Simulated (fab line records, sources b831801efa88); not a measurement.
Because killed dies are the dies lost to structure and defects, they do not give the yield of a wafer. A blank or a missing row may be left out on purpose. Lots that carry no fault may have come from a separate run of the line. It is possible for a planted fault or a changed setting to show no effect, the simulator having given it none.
Which of the tools did it? ; flow sky130 ; Sampling: 15 lots, 45 wafers, 5 of 708 route steps

WHAT THE GAUGES SHOWED, per wafer
SKY_VT_ADJUST_LVTN_OVL_MEAS_07. Usual: VT_ADJUST_LVTN_OVL -0.3 nm, standard deviation 1.3.
lot;measured;on;VT_ADJUST_LVTN_OVL (nm);flag
L108;day 6 20:44;overlay-01;-0.6 -1.2 -2.0;
L111;day 7 16:58;overlay-02;1.2 0.2 -1.4;
L112;day 7 20:13;overlay-01;0.8 1.6 0.3;
L113;day 8 08:13;overlay-01;1.4 -1.4 1.0;
L117;day 9 11:34;overlay-02;-0.9 -0.9 -0.1;
L121;day 10 14:01;overlay-02;0.2 -1.1 -0.7;
L123;day 11 02:29;overlay-02;-1.7 -0.5 -2.2;
L124;day 11 09:22;overlay-01;1.5 1.7 1.2;
L125;day 11 10:04;overlay-02;-0.6 0.1 2.8;
L126;day 11 19:58;overlay-02;-2.5 -2.8 -3.8;
L127;day 12 05:16;overlay-02;1.0 0.7 0.7;
L128;day 12 07:01;overlay-02;-0.3 1.9 0.3;
L129;day 13 00:13;overlay-01;-2.0 -2.1 -1.5;
L130;day 13 14:34;overlay-01;0.7 -0.1 1.1;
L131;day 13 14:56;overlay-01;-1.1 -0.9 -0.9;

SKY_VT_ADJUST_LVTN_TW_MEAS_21. Usual: VT_ADJUST_LVTN_2_TW 189.5, standard deviation 0.97.
lot;measured;on;VT_ADJUST_LVTN_2_TW;flag
L108;day 7 16:15;film metro-04;189.4 190.0 190.1;
L111;day 8 12:40;film metro-04;30.3 30.3 30.3;OFF
L112;day 8 17:01;film metro-04;30.2 30.2 30.2;OFF
L113;day 9 06:00;film metro-04;30.3 30.1 30.1;OFF
L117;day 10 09:27;film metro-02;188.8 187.6 188.3;
L121;day 11 13:55;film metro-04;189.4 189.7 189.8;
L123;day 12 03:16;film metro-04;190.7 190.3 189.6;
L124;day 12 10:24;film metro-01;190.4 190.4 190.6;
L125;day 12 11:13;film metro-04;189.5 190.4 189.5;
L126;day 12 21:22;film metro-04;189.7 189.4 189.9;
L127;day 13 07:07;film metro-02;188.9 187.9 188.5;
L128;day 13 08:40;film metro-02;188.8 188.2 188.3;
L129;day 14 02:37;film metro-01;190.5 190.2 190.1;
L130;day 14 17:34;film metro-04;189.9 189.0 189.5;
L131;day 14 17:49;film metro-04;189.7 189.5 188.9;

TOOL THAT RAN EACH LOT (tool first, then ch and the chambers of the sampled wafers, then the start)
lot;SKY_FIELD_ISO_CMP_27;SKY_VT_ADJUST_LVTN_STRIP_09;SKY_VT_ADJUST_LVTN_STRIP_20
L108;cmp-02 ch 0,1,2, day 2 08:34;plasma asher-01 ch 0,1, day 6 20:55;plasma asher-03 ch 0,1, day 7 16:09
L111;cmp-02 ch 2,3, day 3 01:35;plasma asher-01 ch 0,1, day 7 17:13;plasma asher-04 ch 1, day 8 12:34
L112;cmp-01 ch 0,1, day 3 05:21;plasma asher-04 ch 0,1, day 7 20:25;plasma asher-03 ch 0,1, day 8 16:55
L113;cmp-02 ch 1,2,3, day 3 10:22;plasma asher-01 ch 1, day 8 08:25;plasma asher-01 ch 0,1, day 9 05:54
L117;cmp-02 ch 0,1, day 4 10:47;plasma asher-03 ch 0,1, day 9 11:46;plasma asher-03 ch 0,1, day 10 09:21
L121;cmp-01 ch 0,3, day 5 07:21;plasma asher-01 ch 0,1, day 10 14:13;plasma asher-01 ch 1, day 11 13:49
L123;cmp-02 ch 0,1,3, day 5 18:03;plasma asher-03 ch 0,1, day 11 02:49;plasma asher-03 ch 1, day 12 03:09
L124;cmp-02 ch 0,1, day 6 00:28;plasma asher-04 ch 0,1, day 11 09:34;plasma asher-01 ch 0,1, day 12 10:18
L125;cmp-02 ch 0,1, day 6 01:55;plasma asher-01 ch 0,1, day 11 10:16;plasma asher-04 ch 0,1, day 12 11:07
L126;cmp-02 ch 0,1,2, day 6 09:28;plasma asher-01 ch 1, day 11 20:09;plasma asher-01 ch 0,1, day 12 21:16
L127;cmp-02 ch 0,2,3, day 6 15:40;plasma asher-03 ch 0,1, day 12 05:27;plasma asher-04 ch 0,1, day 13 07:01
L128;cmp-02 ch 0,2, day 6 19:06;plasma asher-03 ch 0,1, day 12 07:13;plasma asher-01 ch 0,1, day 13 08:34
L129;cmp-02 ch 0,1,2, day 7 02:01;plasma asher-03 ch 0,1, day 13 00:25;plasma asher-03 ch 0,1, day 14 02:31
L130;cmp-01 ch 1,2,3, day 7 13:29;plasma asher-03 ch 0,1, day 13 14:45;plasma asher-03 ch 0,1, day 14 17:28
L131;cmp-02 ch 1,2,3, day 7 13:32;plasma asher-03 ch 0,1, day 13 15:08;plasma asher-01 ch 0,1, day 14 17:44
- SKY_FIELD_ISO_CMP_27: polishes, stops on Si3N4, t overpolish 16 s, target thk 457.8 nm.
- SKY_VT_ADJUST_LVTN_STRIP_09: strips in O2/N2.
- SKY_VT_ADJUST_LVTN_STRIP_20: strips in O2/N2.

WHAT THE TOOLS THEMSELVES READ (means of the sampled wafers that have a number; where no wafer has one, the mark that the record gives instead)
SKY_FIELD_ISO_CMP_27. Usual: motor current A 11.5 A, standard deviation 1.2; overpolish run s 16.000 s, standard deviation 0.0094; slurry filter dp kPa 13.51 kPa, standard deviation 0.15; time to endpoint s 111 s, standard deviation 5.6.
lot;tool;motor current A (A);overpolish run s (s);slurry filter dp kPa (kPa);time to endpoint s (s);flag
L108;cmp-02;11.4;16.002;13.40;112;
L111;cmp-02;10.4;15.993;13.46;114;
L112;cmp-01;10.9;16.009;13.42;113;
L113;cmp-02;10.7;15.996;13.55;122;
L117;cmp-02;12.0;15.997;13.51;103;
L121;cmp-01;10.8;15.995;13.42;107;
L123;cmp-02;11.5;15.999;13.46;111;
L124;cmp-02;12.5;15.997;13.69;105;
L125;cmp-02;11.6;16.004;13.61;109;
L126;cmp-02;11.7;15.999;13.52;107;
L127;cmp-02;11.2;16.006;13.44;108;
L128;cmp-02;11.5;15.998;13.54;102;
L129;cmp-02;11.9;16.000;13.47;104;
L130;cmp-01;12.3;16.001;13.45;112;
L131;cmp-02;10.7;15.999;13.48;118;

SKY_VT_ADJUST_LVTN_STRIP_09. Usual: chamber pressure mTorr 1500.0 mTorr, standard deviation 1.4; drypump motor current A 5.8 A, standard deviation 0.49; oes product au 0.722 a.u., standard deviation 0.0042; strip time to endpoint s 36.93 s, standard deviation 0.12.
lot;tool;chamber pressure mTorr (mTorr);drypump motor current A (A);oes product au (a.u.);strip time to endpoint s (s);flag
L108;plasma asher-01;1499.7;5.2;0.720;36.93;
L111;plasma asher-01;-;-;-;-;OFF
L112;plasma asher-04;-;-;-;-;OFF
L113;plasma asher-01;-;-;-;-;OFF
L117;plasma asher-03;1500.4;6.1;0.722;36.91;
L121;plasma asher-01;1499.9;5.2;0.723;36.90;
L123;plasma asher-03;1499.4;6.3;0.721;37.05;
L124;plasma asher-04;1500.0;6.1;0.723;36.85;
L125;plasma asher-01;1499.6;5.2;0.724;36.81;
L126;plasma asher-01;1501.1;5.2;0.721;36.90;
L127;plasma asher-03;1500.0;6.3;0.723;37.17;
L128;plasma asher-03;1499.5;6.3;0.722;36.81;
L129;plasma asher-03;1499.7;6.3;0.724;36.96;
L130;plasma asher-03;1498.4;6.3;0.720;36.74;
L131;plasma asher-03;1500.8;6.3;0.722;36.98;

SKY_VT_ADJUST_LVTN_STRIP_20. Usual: chamber pressure mTorr 1500.1 mTorr, standard deviation 1.3; drypump motor current A 5.7 A, standard deviation 0.51; oes product au 0.716 a.u., standard deviation 0.0041; strip time to endpoint s 14.18 s, standard deviation 0.05.
lot;tool;chamber pressure mTorr (mTorr);drypump motor current A (A);oes product au (a.u.);strip time to endpoint s (s);flag
L108;plasma asher-03;1499.6;6.3;0.718;14.21;
L111;plasma asher-04;1499.6;6.0;0.727;58.73;OFF
L112;plasma asher-03;1499.9;6.1;0.731;58.55;OFF
L113;plasma asher-01;1500.7;5.2;0.732;58.56;OFF
L117;plasma asher-03;1499.6;6.1;0.719;14.20;
L121;plasma asher-01;1499.9;5.2;0.716;14.19;
L123;plasma asher-03;1499.9;6.5;0.713;14.26;
L124;plasma asher-01;1501.3;5.2;0.716;14.24;
L125;plasma asher-04;1499.6;6.0;0.717;14.20;
L126;plasma asher-01;1501.2;5.2;0.720;14.28;
L127;plasma asher-04;1499.3;6.1;0.713;14.22;
L128;plasma asher-01;1501.1;5.2;0.716;14.13;
L129;plasma asher-03;1500.2;6.3;0.716;14.17;
L130;plasma asher-03;1499.0;6.3;0.715;14.14;
L131;plasma asher-01;1499.6;5.2;0.718;14.18;

THE ANSWER, worked out from the rows above alone
Rule: take the mean of a lot's wafers that have a number; if it is more than 3 standard deviations from the usual mean, the lot is off. A lot without any number at a reading at which 4 lots or more have one is off too. All remaining lots with rows at the step are treated as sound. The gauges are gone through in route order, then the tools' own readings, and for those a lot's mean is taken as printed above. The first step at which some lot is off is used, and at that step the reading that is off furthest; a lot without a number counts as furthest.
Off: L111, L112, L113, seen at SKY_VT_ADJUST_LVTN_TW_MEAS_21 (VT_ADJUST_LVTN_2_TW).
If a tool, at a process step before that reading, ran all the lots that are off and no sound lot after the first of them, it fits. Not tried: the gauges at SKY_VT_ADJUST_LVTN_TW_MEAS_21; whatever is off there is also off at SKY_VT_ADJUST_LVTN_STRIP_09, on other tools, and gauge error can't account for it. None of those tried fits.

WHAT THE SIMULATOR HAD PUT IN
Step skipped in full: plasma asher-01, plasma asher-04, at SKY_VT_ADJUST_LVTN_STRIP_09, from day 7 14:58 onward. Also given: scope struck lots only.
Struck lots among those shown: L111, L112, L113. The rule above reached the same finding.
